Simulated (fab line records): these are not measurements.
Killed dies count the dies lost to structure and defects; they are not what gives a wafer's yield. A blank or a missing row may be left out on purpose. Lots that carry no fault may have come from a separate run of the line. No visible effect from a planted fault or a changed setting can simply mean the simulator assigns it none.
Matching of chambers :: flow sky130 :: cmp-02 running SKY_FIELD_ISO_CMP_27: 4 sister chambers
The step polishes, stops on Si3N4, t overpolish 16 s, target thk 457.8 nm. 4 wafers are shown with their chamber, then 9 later ones without.

## EACH WAFER AND ITS CHAMBER
wafer: L890.3
chamber: 0
time_to_endpoint_s (s): 114

wafer: L894.1
chamber: 3
time_to_endpoint_s (s): 121

wafer: L894.4
chamber: 2
time_to_endpoint_s (s): 119

wafer: L894.5
chamber: 1
time_to_endpoint_s (s): 107

## WAFERS WITHOUT THEIR CHAMBER
wafer: L895.1
time_to_endpoint_s (s): 110

wafer: L895.2
time_to_endpoint_s (s): 105

wafer: L895.4
time_to_endpoint_s (s): 119

wafer: L896.1
time_to_endpoint_s (s): 115

wafer: L896.4
time_to_endpoint_s (s): 108

wafer: L896.5
time_to_endpoint_s (s): 117

wafer: L897.2
time_to_endpoint_s (s): 116

wafer: L897.3
time_to_endpoint_s (s): 104

wafer: L897.4
time_to_endpoint_s (s): 115

## WHICH CHAMBER EACH WENT THROUGH
wafer: L895.1
from the rows above: can't be placed: 1 or 0
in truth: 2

wafer: L895.2
from the rows above: 1
in truth: 1

wafer: L895.4
from the rows above: can't be placed: 2 or 3
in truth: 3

wafer: L896.1
from the rows above: can't be placed: 0 or 2
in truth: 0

wafer: L896.4
from the rows above: 1
in truth: 1

wafer: L896.5
from the rows above: can't be placed: 2 or 0 or 3
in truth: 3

wafer: L897.2
from the rows above: can't be placed: 0 or 2 or 3
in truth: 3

wafer: L897.3
from the rows above: 1
in truth: 1

wafer: L897.4
from the rows above: can't be placed: 0 or 2
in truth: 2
Correctly placed: 3 of 9. Unplaceable from these rows: 6, with the true chamber sitting among the candidates in 5. Number placed wrongly: 0.
How it was worked out, from the rows above alone: a wafer's distance from a chamber is the root of the sum, over the readings, of the square of ((its reading less the chamber's mean) divided by the reading's scatter). If the next closest chamber is less than 2 further off than the closest, the wafer can't be placed; otherwise it belongs to the closest. For every chamber, the mean is computed from those of its wafers that are shown. The scatter: root of mean squared gap, hidden wafer to nearest shown wafer, with one shown wafer a chamber.
